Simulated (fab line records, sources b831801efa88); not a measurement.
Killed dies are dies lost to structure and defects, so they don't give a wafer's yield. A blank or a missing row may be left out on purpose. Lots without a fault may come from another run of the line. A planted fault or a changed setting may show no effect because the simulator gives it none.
fab line records | flow sky130
record lots=5 wafers=23
route steps=708 shown VIA4@644 PAD_OPEN@696
start_h: hours from the record's first day to the start of the lot's first wafer shown | wait_h: hours since the lot's step before | " the same as in the row above | L1.1+2: a row that stands for several wafers | - no value, or no start given | * or withheld: withheld | < > ~ a bound
route shown NAME@n: a module of which the file shows steps, and the number in the route of the first | usual: mean/standard deviation of fault-free wafers | same: alike in all rows | chamber/n: place in a boat | sites: the reading at each site | _std_site: their standard deviation | _edge_site: outer sites' mean less inner sites' | radius_mm: how far each site lies from the wafer's centre | mask NAME#n: copy n | behind: the tool/chamber that last shaped the wafer | hold: why the lot was held/for how many hours/how that ended | device: the transistor (n, p or np) that didn't switch | end of line: the same wafers' tests at the end of the route | a step without rows: its recipe alone | killed: dies lost to structure and defects at the first sort, not the wafer's yield | map: a wafer's dies, x killed, . not, _ none there
set.NAME: the setting as run; set.NAME@STEP: as run at that earlier step | model.NAME: the simulator's own value behind a step, which no gauge read
lots whose settings were changed on purpose; a table a step, a row a wafer
## steps
# step SKY_VIA4_HMDS_05
# recipe prime_time_s=60 prime_temp_c=120
# columns lot.wafer tool chamber start_h wait_h set.prime_temp_c
L078.1+5+6 litho_track-02 0 1056.38 0.1 123
L078.3+4 " 0 " " 120
L076.1+2+3+5+6 litho_track-02 0 1057.78 0.1 120
L083.1+2+3+4+5 litho_track-03 0 1059.74 0.1 120
L081.4+5+6 litho_track-04 0 1060.58 0.1 120
L084.1+3+5 litho_track-03 0 1118.84 0.1 120
L084.2+4 " 0 " " 118.4
# step SKY_VIA4_COAT_06
# recipe resist=NOVOLAK spin_rpm=3000 resist_thk_nm=1140
# step SKY_VIA4_SOFTBAKE_07
# recipe temp_c=90 time_s=60 resist=NOVOLAK
# step SKY_VIA4_DEVELOP_10
# recipe resist=NOVOLAK developer=TMAH develop_time_s=60 dev_temp_c=23
# step SKY_VIA4_ETCH_12
# recipe target=SiO2 chemistry=C4F8/O2/Ar stop_on=TiN mask_material=NOVOLAK source_w=1500 bias_w=1200 pressure_mtorr=40 c4f8_flow_sccm=withheld O2_flow_sccm=6 Ar_flow_sccm=300 time_s=withheld target_depth_a=5800
# usual oes_product_au=0.926/0.0045
# columns lot.wafer tool chamber start_h wait_h set.leave_above_ref_nm@VIA4_CMP_02 oes_product_au model.VIA4.feature_depth_nm
L078.1 rie_diel-04 0 1068.61 0.0 580 0.929 581.4
L078.3 " 2 " " 560 0.911 561.9
L078.4 " 1 " " 580 0.929 581.5
L078.5 " 1 " " 580 0.923 581.8
L078.6 " 2 " " 560 0.908 560.6
L076.1 rie_diel-01 3 1069.84 0.0 545.4 0.893 544.4
L076.2 " 2 " " 580 0.926 579.6
L076.3 " 1 " " 580 0.931 580.1
L076.5 " 2 " " 545.4 0.887 545.4
L076.6 " 3 " " 580 0.930 579.2
L083.1 rie_diel-01 3 1072.04 0.0 580 0.932 581.3
L083.2 " 2 " " 580 0.927 580.4
L083.3 " 0 " " 618.5 0.962 620.7
L083.4 " 1 " " 618.5 0.963 619.4
L083.5 " 1 " " 618.5 0.972 619.9
L081.4 rie_diel-04 2 1072.34 0.0 580 0.923 581.5
L081.5 " 2 " " 580 0.926 580.7
L081.6 " 1 " " 580 0.919 578.7
L084.1 rie_diel-02 2 1129.26 0.0 580 0.925 580.8
L084.2 " 0 " " 613.4 0.960 614.6
L084.3 " 1 " " 580 0.925 581.6
L084.4 " 3 " " 580 0.924 581.9
L084.5 " 0 " " 613.4 0.956 613.6
# step SKY_PAD_OPEN_COAT_02
# recipe spin_rpm=2000 resist_thk_nm=3000
# columns lot.wafer tool chamber start_h wait_h set.spin_rpm model.coat_of_PAD_OPEN_COAT_02.thk_nm
L078.1 litho_track-02 0 1122.28 0.1 2136 2919
L078.3 " 0 " " 2136 2915
L078.4 " 0 " " 2000 3003
L078.5 " 0 " " 2000 3008
L078.6 " 0 " " 2136 2905
L076.1 litho_track-01 0 1123.68 0.1 2040 2972
L076.2 " 0 " " 2040 2970
L076.3 " 0 " " 2000 3012
L076.5 " 0 " " 2040 2977
L076.6 " 0 " " 2000 3001
L083.1+3 litho_track-01 0 1127.58 0.1 2000 3003
L083.2 " 0 " " 2000 3008
L083.4 " 0 " " 2000 3007
L083.5 " 0 " " 2000 2998
L081.4 litho_track-04 0 1127.68 0.1 2000 2993
L081.5 " 0 " " 2000 2987
L081.6 " 0 " " 2000 2995
L084.1 litho_track-02 0 1178.23 0.1 1855 3122
L084.2 " 0 " " 2000 3003
L084.3 " 0 " " 2000 3014
L084.4 " 0 " " 2000 2999
L084.5 " 0 " " 1855 3131
## key
split step=SKY_VIA4_HMDS_05 setting=prime_temp_c stated=120 by=wafer
response none clear
split step=SKY_PAD_OPEN_COAT_02 setting=spin_rpm stated=2000 by=wafer
response step=SKY_PAD_OPEN_COAT_02 reading=model.coat_of_PAD_OPEN_COAT_02.thk_nm change=-15.3 per=1% r=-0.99
split outside_this_file step=SKY_VIA4_CMP_02 setting=leave_above_ref_nm
# split outside_this_file: this setting was split too, and the file shows its column; the key of that split is in another file
